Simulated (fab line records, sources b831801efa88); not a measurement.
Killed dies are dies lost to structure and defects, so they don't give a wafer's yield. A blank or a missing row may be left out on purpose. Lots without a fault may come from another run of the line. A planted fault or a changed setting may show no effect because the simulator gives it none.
Chamber matching | flow sky130 | SKY_PAD_OPEN_ETCH_07 on rie_diel-03: 4 sister chambers
The step etches the open film in CF4/O2, stops on AlCu, target depth 725 nm, time 161.1 s. 18 wafers are shown with their chamber, then 9 later ones without.

WAFERS WITH THEIR CHAMBER
wafer  | chamber | oes_product_au (a.u.) | throttle_valve_pct (%)
L078.4 | 2       | 0.968                 | 5.950
L078.5 | 1       | 0.976                 | 5.963
L078.6 | 2       | 0.966                 | 5.981
L082.3 | 1       | 0.961                 | 5.961
L082.4 | 3       | 0.974                 | 5.971
L082.5 | 1       | 0.977                 | 5.972
L084.3 | 0       | 0.977                 | 5.968
L084.5 | 3       | 0.978                 | 5.960
L084.6 | 2       | 0.974                 | 5.955
L083.3 | 2       | 0.974                 | 5.954
L083.4 | 0       | 0.984                 | 5.975
L083.5 | 1       | 0.980                 | 5.971
L087.2 | 0       | 0.972                 | 5.977
L087.3 | 2       | 0.963                 | 5.949
L087.6 | 1       | 0.985                 | 5.960
L089.1 | 0       | 0.977                 | 5.950
L089.5 | 0       | 0.987                 | 5.966
L089.6 | 1       | 0.974                 | 5.964

SIGNATURES (means of the wafers above)
reading            | chamber 0 | chamber 1 | chamber 2 | chamber 3 | scatter within a chamber
oes_product_au     | 0.97940   | 0.97550   | 0.96900   | 0.97600   | 0.00641
throttle_valve_pct | 5.96720   | 5.96517   | 5.95780   | 5.96550   | 0.0098
Rule: a wafer's distance from a chamber is the root of the sum, over the readings, of the square of ((its reading less the chamber's mean) divided by the reading's scatter). The wafer belongs to the nearest chamber; if the next one is less than 2 further off, it can't be placed. The scatter: the root of (the sum of the squares of (reading less its chamber's mean) over the shown wafers, divided by (wafers less chambers)).

WAFERS WITHOUT THEIR CHAMBER
wafer  | oes_product_au (a.u.) | throttle_valve_pct (%)
L091.1 | 0.975                 | 5.962
L091.3 | 0.971                 | 5.969
L091.5 | 0.977                 | 5.978
L094.1 | 0.968                 | 5.954
L094.2 | 0.969                 | 5.976
L094.6 | 0.970                 | 5.961
L097.1 | 0.962                 | 5.958
L097.2 | 0.965                 | 5.967
L097.3 | 0.958                 | 5.957

WHICH CHAMBER EACH WENT THROUGH
wafer  | from the rows above               | in truth
L091.1 | can't be placed: 1 or 3 or 0 or 2 | 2
L091.3 | can't be placed: 1 or 3 or 2 or 0 | 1
L091.5 | can't be placed: 0 or 3 or 1 or 2 | 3
L094.1 | can't be placed: 2 or 1 or 3 or 0 | 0
L094.2 | can't be placed: 1 or 3 or 0 or 2 | 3
L094.6 | can't be placed: 2 or 1 or 3 or 0 | 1
L097.1 | can't be placed: 2 or 1 or 3 or 0 | 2
L097.2 | can't be placed: 2 or 1 or 3 or 0 | 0
L097.3 | can't be placed: 2 or 1 or 3 or 0 | 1
Placed correctly: 0 of 9. Can't be placed from these rows: 9 (the true chamber is among the candidates in 9). Placed wrongly: 0.
